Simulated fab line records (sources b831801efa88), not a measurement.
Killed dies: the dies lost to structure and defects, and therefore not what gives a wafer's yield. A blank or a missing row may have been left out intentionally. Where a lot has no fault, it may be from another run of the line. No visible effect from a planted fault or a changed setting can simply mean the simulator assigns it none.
Which of the tools did it?	flow sfq_line	15 lots with 42 wafers sampled at 5 steps, on a route of 325 steps

== WHAT THE GAUGES READ, wafer by wafer ==
SFQ_I0_OVL_MEAS_908. Usual: I0_OVL 0 nm, standard deviation 5.1.
lot	measured	on	I0_OVL (nm)	flag
L641	day 16 18:52	overlay-02	9 0 4	
L642	day 16 23:40	overlay-02	6 9 3	
L643	day 17 03:16	overlay-02	-14 -6 -7	
L644	day 17 14:11	overlay-01	-7 -5 -3	
L645	day 18 10:43	overlay-01	6 5 4	
L646	day 19 02:19	overlay-01	-11 4 6	
L648	day 20 02:14	overlay-01	1 -2 8	
L649	day 20 04:38	overlay-02	-2 2 -3	
L653	day 21 00:16	overlay-02	5 -6 -6	
L654	day 21 01:29	overlay-02	-1 6 -2	
L656	day 21 03:53	overlay-02	4 -2	
L657	day 21 05:05	overlay-01	0 1	
L661	day 21 09:52	overlay-01	0 1	
L662	day 21 11:05	overlay-01	8 3 1	
L663	day 21 12:16	overlay-01	0 -1 3	

SFQ_M4_RS_MEAS_924: the measuring method here is four-point-probe. Usual: M4_NB_RS 0.893 ohm/sq, standard deviation 0.008.
lot	measured	on	M4_NB_RS (ohm/sq)	flag
L641	day 44 08:20	film_metro-02	0.884 0.890 0.877	
L642	day 44 16:43	film_metro-03	0.905 0.899 0.909	
L643	day 44 17:44	film_metro-01	0.883 0.888 0.884	
L644	day 44 21:43	film_metro-03	0.895 0.890 0.888	
L645	day 44 23:55	film_metro-02	0.904 0.903 0.897	
L646	day 51 05:05	film_metro-03	0.887 0.878 0.883	
L648	day 55 22:37	film_metro-02	0.902 0.903 0.901	
L649	day 56 08:13	film_metro-01	0.890 0.883 0.892	
L653	day 56 21:25	film_metro-02	0.898 0.886 0.896	
L654	day 57 01:04	film_metro-02	0.899 0.893 0.894	
L656	day 57 04:42	film_metro-03	0.900 0.907	
L657	day 57 07:06	film_metro-02	0.887 0.886	
L661	day 57 17:49	film_metro-01	0.893 0.903	
L662	day 57 23:58	film_metro-03	0.895 0.905 0.898	
L663	day 58 02:31	film_metro-01	0.889 0.890 0.891	

== EACH LOT AND THE TOOL THAT RAN IT (in order: tool; ch and the chambers of the sampled wafers; start) ==
lot	SFQ_TRILAYER_I3_DEP_PECVD_081	SFQ_TRILAYER_I3_CMP_CMP_082	SFQ_TRILAYER_I3_VIA_STRIP_STRIP_089
L641	pecvd-01 ch 1,2, day 43 21:44	cmp-01 ch 0,1,3, day 44 01:24	rie_metal-04 ch 0,1, day 44 07:14
L642	pecvd-02 ch 0,1,2, day 43 22:56	cmp-01 ch 1,2,3, day 44 06:24	rie_metal-01 ch 0,1, day 44 15:38
L643	pecvd-03 ch 0,2, day 44 00:08	cmp-02 ch 0,1,2, day 44 10:25	rie_metal-03 ch 1, day 44 16:50
L644	pecvd-02 ch 0,2, day 44 02:07	cmp-01 ch 0,1,2, day 44 12:24	rie_metal-01 ch 0,1, day 44 20:48
L645	pecvd-01 ch 0,1,2, day 44 05:13	cmp-01 ch 0,2,3, day 44 15:24	rie_metal-01 ch 0,1, day 44 23:02
L646	pecvd-03 ch 1,2, day 44 22:34	cmp-01 ch 1,2,3, day 45 17:21	rie_metal-04 ch 0,1, day 51 04:11
L648	pecvd-01 ch 0,1,2, day 50 22:59	cmp-02 ch 0,2,3, day 51 01:29	rie_metal-01 ch 0,1, day 55 21:43
L649	pecvd-03 ch 0,1, day 51 06:11	cmp-02 ch 0,1,2, day 51 10:29	rie_metal-04 ch 0,1, day 56 07:19
L653	pecvd-03 ch 0,2, day 51 16:59	cmp-01 ch 1,2,3, day 52 02:48	rie_metal-04 ch 0,1, day 56 20:31
L654	pecvd-02 ch 0,2, day 51 19:23	cmp-02 ch 0,3, day 52 07:29	rie_metal-01 ch 0,1, day 57 00:19
L656	pecvd-02 ch 0,1, day 52 01:26	cmp-02 ch 0,1, day 52 15:29	rie_metal-04 ch 0,1, day 57 04:07
L657	pecvd-02 ch 0,1, day 52 03:50	cmp-02 ch 1,2, day 52 18:29	rie_metal-01 ch 0,1, day 57 06:31
L661	pecvd-02 ch 1,2, day 52 15:47	cmp-01 ch 1,3, day 53 03:56	rie_metal-03 ch 1, day 57 16:55
L662	pecvd-01 ch 0,2, day 52 16:59	cmp-01 ch 0,1,3, day 53 05:56	rie_metal-01 ch 0,1, day 57 23:03
L663	pecvd-03 ch 0,1,2, day 52 19:23	cmp-02 ch 0,1,2, day 53 07:59	rie_metal-04 ch 0,1, day 58 01:27
- SFQ_TRILAYER_I3_DEP_PECVD_081: deposits SiO2 from SiH4/N2O, time 111.11 s, target thk 500 nm.
- SFQ_TRILAYER_I3_CMP_CMP_082: polishes SiO2.
- SFQ_TRILAYER_I3_VIA_STRIP_STRIP_089: strips in O2.

== WHAT THE TOOLS THEMSELVES READ (means of the sampled wafers that have a number; where no wafer has one, the mark that the record gives instead) ==
SFQ_TRILAYER_I3_DEP_PECVD_081. Usual: heater_power_w 86 W, standard deviation 18; run_length_s 139.3 s, standard deviation 0.52; throttle_valve_pct 25.5 %, standard deviation 1.7.
lot	tool	heater_power_w (W)	run_length_s (s)	throttle_valve_pct (%)	flag
L641	pecvd-01	70	139.4	24.0	
L642	pecvd-02	74	139.1	26.7	
L643	pecvd-03	96	139.7	25.1	
L644	pecvd-02	73	139.4	27.9	
L645	pecvd-01	84	139.3	23.7	
L646	pecvd-03	111	139.7	25.9	
L648	pecvd-01	84	139.5	24.1	
L649	pecvd-03	107	139.7	24.6	
L653	pecvd-03	89	139.3	27.0	
L654	pecvd-02	78	139.0	27.8	
L656	pecvd-02	74	171.2	25.6	OFF
L657	pecvd-02	77	171.8	25.6	OFF
L661	pecvd-02	82	155.5	26.6	OFF
L662	pecvd-01	76	139.1	24.1	
L663	pecvd-03	105	139.5	26.1	

SFQ_TRILAYER_I3_CMP_CMP_082. Usual: motor_current_A 10.3 A, standard deviation 1.3; time_to_endpoint_s 213 s, standard deviation 7.8.
lot	tool	motor_current_A (A)	time_to_endpoint_s (s)	flag
L641	cmp-01	10.0	213	
L642	cmp-01	10.1	206	
L643	cmp-02	10.7	212	
L644	cmp-01	10.2	211	
L645	cmp-01	10.2	201	
L646	cmp-01	10.5	210	
L648	cmp-02	9.8	214	
L649	cmp-02	10.8	210	
L653	cmp-01	10.0	217	
L654	cmp-02	9.7	210	
L656	cmp-02	11.1	330	OFF
L657	cmp-02	11.8	320	OFF
L661	cmp-01	10.2	266	OFF
L662	cmp-01	10.2	214	
L663	cmp-02	10.9	219	

SFQ_TRILAYER_I3_VIA_STRIP_STRIP_089. Usual: drypump_motor_current_A 5.9 A, standard deviation 0.46; oes_product_au 0.999 a.u., standard deviation 0.012.
lot	tool	drypump_motor_current_A (A)	oes_product_au (a.u.)	flag
L641	rie_metal-04	6.0	0.998	
L642	rie_metal-01	6.0	0.995	
L643	rie_metal-03	5.7	0.992	
L644	rie_metal-01	6.0	0.994	
L645	rie_metal-01	6.0	0.999	
L646	rie_metal-04	6.0	1.010	
L648	rie_metal-01	6.0	1.004	
L649	rie_metal-04	6.0	0.996	
L653	rie_metal-04	5.6	1.000	
L654	rie_metal-01	6.0	0.999	
L656	rie_metal-04	5.8	1.002	
L657	rie_metal-01	6.0	0.998	
L661	rie_metal-03	5.7	0.998	
L662	rie_metal-01	6.0	1.008	
L663	rie_metal-04	6.0	0.999	

== THE ANSWER, worked out from the rows above alone ==
Rule: a lot counts as off when the mean over its wafers that have a number is more than 3 standard deviations away from the usual mean. Also off: a lot with no number at a reading for which 4 or more lots have one. Any other lot the step has rows for is counted as sound. First the gauges in route order, then the tools' own readings, where a lot's mean is used as printed above. The first step at which some lot is off is used, and at that step the reading that is off furthest; a lot without a number counts as furthest.
Off, at SFQ_TRILAYER_I3_DEP_PECVD_081 on run_length_s: L656, L657, L661.
A tool fits if, at that step or a process step before it, it ran every lot that is off, and no sound lot after the first of them. One fits: pecvd-02 at SFQ_TRILAYER_I3_DEP_PECVD_081. A fault onset in the window from L654 (day 51 19:23, its last sound lot) to L656 (day 52 01:26, its first lot off) fits.
On the lots that are off, the tool's own readings at SFQ_TRILAYER_I3_DEP_PECVD_081 differ by more than 5 times the standard deviation of the sound lots' means, which bears it out; run_length_s reads 166.2 s there versus 139.4 s on the sound lots.

== WHAT THE SIMULATOR PUT IN ==
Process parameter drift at SFQ_TRILAYER_I3_DEP_PECVD_081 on pecvd-02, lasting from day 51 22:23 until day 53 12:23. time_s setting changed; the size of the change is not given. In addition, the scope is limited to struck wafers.
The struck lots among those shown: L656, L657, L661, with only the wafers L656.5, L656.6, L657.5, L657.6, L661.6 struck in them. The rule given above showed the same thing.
